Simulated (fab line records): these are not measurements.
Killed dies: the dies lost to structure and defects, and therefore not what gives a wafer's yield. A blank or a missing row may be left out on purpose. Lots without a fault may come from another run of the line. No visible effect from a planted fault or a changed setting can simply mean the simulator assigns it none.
8D (eight disciplines) problem report, filled in by code ; flow sfq line ; the parts of the form that need people (team, actions taken, sign-off) are left out

## 1. THE PROBLEM
At SFQ_TRILAYER_M1_BARC_OPEN_METAL_ETCH_054, oes product au averages 0.839 a.u. over 4 wafers from 2 lots, while fault-free wafers read 0.685 a.u., standard deviation 0.0047. Measured from the usual mean, that is +33 standard deviations.
The step: etches BARC in O2, target depth 125 nm, time 41.7 s.
First observed at day 19 06:05: wafer L806.3, on rie metal-01. The record holds 18 wafers of 6 lots with a number at this step. The rule behind "out" and "out of limits": a value lying over 4 standard deviations away from the usual mean. The rest of the wafers with a number are treated as sound.

## 2. WHAT IT IS AND WHAT IT IS NOT
question;is;is not
which readings at this step;oes product au, run length s;drypump motor current A
which lots;L806, L808;L804, L823, L824, L826
which wafers of those lots;L806.3, L806.6, L808.3, L808.6;L806.4, L808.1
read on which tools;rie metal-01;rie metal-03, rie metal-04
when;from day 19 06:05;"up to then (4 sound wafers); but 10 sound wafers of L808, L823, L824, L826 came after"

## 3. SUSPECTS, AND WHAT RULES EACH OUT
Counting: if a tool at a process step up to the reading ran every lot that is out, it stays a suspect. Sound lots after the first of them don't rule it out here, since some wafers of a struck lot are sound.
- rie metal-01 at SFQ_TRILAYER_M1_BARC_OPEN_METAL_ETCH_054 (etches BARC in O2, target depth 125 nm, time 41.7 s): kept. Ran every lot that is out, first one L806 (day 19 06:05); last sound lot up to then L804 (day 18 20:29). Its own readings are out on those wafers: oes product au, run length s.
Remaining after the count: rie metal-01 at SFQ_TRILAYER_M1_BARC_OPEN_METAL_ETCH_054.

## 4. THE CAUSE (what the simulator had put in)
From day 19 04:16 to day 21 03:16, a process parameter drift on rie metal-01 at SFQ_TRILAYER_M1_BARC_OPEN_METAL_ETCH_054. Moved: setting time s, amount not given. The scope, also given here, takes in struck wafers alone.
The count eliminated every tool but this one.

## 5. THE CHAIN OF EFFECTS, in route order
One row per reading whose mean, taken over the struck wafers that have a number, lies over 3 standard deviations from the usual. Readings are gone through only where the record gives a usual standard deviation; hours: the median, over the lots, of the time from a lot's start at the first step in this table giving one to that lot's start at this step; sigmas: the change measured in usual standard deviations.
hours;step;reading;usual;on struck wafers;change;sigmas
0;SFQ_TRILAYER_M1_BARC_OPEN_METAL_ETCH_054;oes product au;0.685 a.u.;0.839;+0.154;+33
0;SFQ_TRILAYER_M1_BARC_OPEN_METAL_ETCH_054;run length s;70.5 s;61.2;-9.3;-13
Process steps it contains:
- SFQ_TRILAYER_M1_BARC_OPEN_METAL_ETCH_054: etches BARC in O2, target depth 125 nm, time 41.7 s.

## 6. HOW IT WOULD HAVE BEEN CAUGHT EARLIER
The fault began at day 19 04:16; the first out-of-limits reading in this record came at day 19 06:05, 2 hours later.
